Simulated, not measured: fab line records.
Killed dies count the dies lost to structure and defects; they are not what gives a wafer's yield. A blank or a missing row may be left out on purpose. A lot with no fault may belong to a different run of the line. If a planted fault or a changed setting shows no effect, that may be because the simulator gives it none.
What tool caused it?	flow gf180mcu	33 wafers from 11 lots sampled at 2 of the route's 602 steps

## WHAT EACH GAUGE READ, for each wafer
GF_V1_RS_MEAS_24: a four-point-probe measurement. Usual: V1_W_RS gives 0.326 ohm/sq (standard deviation 0.006).
lot	measured	on	V1_W_RS (ohm/sq)	flag
L353	day 19 16:21	film_metro-04	0.169 0.320 0.335 0.169 0.319 0.336	OFF
L354	day 20 00:35	film_metro-01	0.170 0.164 0.337 0.170 0.164 0.337	OFF
L362	day 22 23:37	film_metro-01	0.335 0.330 0.320	
L363	day 23 06:22	film_metro-01	0.320 0.332 0.335	
L364	day 23 17:06	film_metro-02	0.321 0.323 0.317	
L367	day 24 14:40	film_metro-02	0.321 0.333 0.323	
L369	day 25 02:58	film_metro-02	0.338 0.321 0.329	
L370	day 25 13:14	film_metro-01	0.322 0.321 0.334	
L371	day 25 21:04	film_metro-02	0.331 0.322 0.322	
L372	day 26 04:08	film_metro-04	0.332 0.320 0.321	
L373	day 26 08:17	film_metro-04	0.322 0.329 0.322	

## EACH LOT AND THE TOOL THAT RAN IT (in order: tool; ch and the chambers of the sampled wafers; start)
lot	GF_V1_CVD_23
L353	cvd_w-01 ch 0,1, day 19 16:13
L354	cvd_w-01 ch 0,1, day 20 00:28
L362	cvd_w-01 ch 0,1, day 22 23:29
L363	cvd_w-01 ch 0,1, day 23 06:15
L364	cvd_w-02 ch 0,1, day 23 16:59
L367	cvd_w-02 ch 0,1, day 24 14:34
L369	cvd_w-01 ch 0,1, day 25 02:50
L370	cvd_w-01 ch 0,1, day 25 13:06
L371	cvd_w-02 ch 0,1, day 25 20:57
L372	cvd_w-01 ch 0,1, day 26 04:02
L373	cvd_w-02 ch 0,1, day 26 08:11
- GF_V1_CVD_23: deposits W, target thk 350 nm, time 105.05 s.

## AS READ BY THE TOOLS THEMSELVES (means over the sampled wafers that have a number; for cases with no such wafer, the mark the record gives instead)
GF_V1_CVD_23. Usual: heater_power_w 835 W, standard deviation 140; susceptor_temp_C 400.00 C, standard deviation 0.23.
lot	tool	heater_power_w (W)	susceptor_temp_C (C)	flag
L353	cvd_w-01	732	399.99	
L354	cvd_w-01	737	399.93	
L362	cvd_w-01	732	400.04	
L363	cvd_w-01	726	400.26	
L364	cvd_w-02	988	399.89	
L367	cvd_w-02	998	400.05	
L369	cvd_w-01	735	399.76	
L370	cvd_w-01	714	399.67	
L371	cvd_w-02	1005	399.86	
L372	cvd_w-01	712	400.12	
L373	cvd_w-02	996	400.13	

## THE ANSWER, worked out from the rows above alone
Rule: a lot is off if the mean of its wafers that have a number lies more than 3 standard deviations from the usual mean. A lot without any number at a reading at which 4 lots or more have one is off too. The other lots that the step has rows for count as sound. After the gauges, taken in route order, come the tools' own readings; for these a lot's mean is taken, as printed above. At the first step where some lot is off, the reading lying furthest off is the one used; lots without a number count as furthest.
Off: L353, L354, seen at GF_V1_RS_MEAS_24 (V1_W_RS).
If a tool, at a process step before that reading, ran all the lots that are off and no sound lot after the first of them, it fits. Those tools and the gauges at GF_V1_RS_MEAS_24 are tried in the same way. Not one of the candidates tried fits.

## WHAT THE SIMULATOR HAD PUT IN
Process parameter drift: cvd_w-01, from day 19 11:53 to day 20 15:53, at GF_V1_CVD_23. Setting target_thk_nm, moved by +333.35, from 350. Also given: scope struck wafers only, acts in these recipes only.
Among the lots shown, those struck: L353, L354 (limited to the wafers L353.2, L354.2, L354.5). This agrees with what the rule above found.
